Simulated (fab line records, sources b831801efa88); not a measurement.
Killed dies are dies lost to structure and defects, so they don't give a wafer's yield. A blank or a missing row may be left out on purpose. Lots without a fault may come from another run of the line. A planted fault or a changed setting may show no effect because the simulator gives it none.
One fault seen from 2 desks | flow sky130 | each desk has only its own numbers; what lay behind them comes last

THE METROLOGY DESK
What the gauges read, lot by lot, whatever tool the lot ran on: means of the sampled wafers that have a number. A lot is out of limits, marked OUT, if its mean lies more than 4 standard deviations from the usual mean; the brackets give that distance.
Columns: A = cd_nm at SKY_VT_ADJUST_NCORE_CD_MEAS_07, usual 380.3 nm; B = SD_N_RS at SKY_SD_N_RS_MEAS_16, usual 68.52 ohm/sq; C = SD_P_RS at SKY_SD_N_RS_MEAS_17, usual 147.08 ohm/sq; D = LI_CONTACT_BOW at SKY_LI_CONTACT_BOW_MEAS_03, usual 57 um
lot  | first seen here | A                | B     | C      | D
L500 | day 8 13:35     | 377.7            | 68.37 | 146.85 | 65
L501 | day 9 01:14     | 376.4            | 68.47 | 147.07 | 64
L503 | day 9 20:16     | 382.8            | 68.51 | 147.02 | 52
L502 | day 9 20:45     | 378.9            | 68.30 | 146.75 | 51
L504 | day 10 04:35    | 380.7            | 68.57 | 147.24 | 59
L506 | day 10 10:08    | 384.3            | 68.59 | 147.36 | 49
L509 | day 11 14:11    | 380.4            | 68.58 | 147.47 | 60
L513 | day 12 22:11    | 381.1            | 68.46 | 146.81 | 59
L514 | day 13 04:10    | 381.8            | 68.54 | 147.36 | 57
L515 | day 13 13:56    | 397.7 (+7.6) OUT | 68.57 | 146.94 | 63
L516 | day 13 20:58    | 396.3 (+7.0) OUT | 68.48 | 147.12 | 60
L517 | day 14 05:48    | 392.1 (+5.1) OUT | 68.58 | 147.06 | 61
L520 | day 15 02:35    | 380.5            | 68.40 | 147.12 | 57
This desk's finding: out of limits on L515, L516, L517; first on L515, day 13 13:56 (cd_nm at SKY_VT_ADJUST_NCORE_CD_MEAS_07). In limits: L500, L501, L503, L502, L504, L506, L509, L513, L514, L520.

THE TOOL OWNER'S DESK: iline_stepper-02
The tool's own readings at SKY_VT_ADJUST_NCORE_EXPOSE_04 (exposes mask LVTN COMPLEMENT THIN, target cd 380 nm): means of the sampled wafers that have a number, for each lot that ran on this tool. A lot is out of limits, marked OUT, if its mean lies more than 4 standard deviations from the usual mean; the brackets give that distance.
Columns: A = exposure_dose_mJ_cm2 at SKY_VT_ADJUST_NCORE_EXPOSE_04, usual 139.01
lot  | first seen here | A
L500 | day 8 03:32     | 139.01
L501 | day 8 14:20     | 138.96
L503 | day 9 08:47     | 139.16
L515 | day 13 01:22    | 146.64 (+59) OUT
L516 | day 13 08:13    | 146.77 (+60) OUT
L517 | day 13 16:18    | 145.37 (+49) OUT
This desk's finding: out of limits on L515, L516, L517; first on L515, day 13 01:22 (exposure_dose_mJ_cm2 at SKY_VT_ADJUST_NCORE_EXPOSE_04). In limits: L500, L501, L503.

PUT TOGETHER
The tool owner's desk could have raised an alarm at day 13 01:22, on L515, L516, L517.
The metrology desk could have raised an alarm at day 13 13:56, on L515, L516, L517.
Of the lots named, all ran SKY_VT_ADJUST_NCORE_EXPOSE_04 on iline_stepper-02.

WHAT THE SIMULATOR HAD PUT IN
Process parameter drift: iline_stepper-02, from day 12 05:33 on, at SKY_VT_ADJUST_NCORE_EXPOSE_04. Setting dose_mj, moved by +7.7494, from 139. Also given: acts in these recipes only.
Lots struck among those shown: L515, L516, L517.
Hours from the fault's start to each desk's first reading out of limits: the tool owner's desk, 20; the metrology desk, 32.
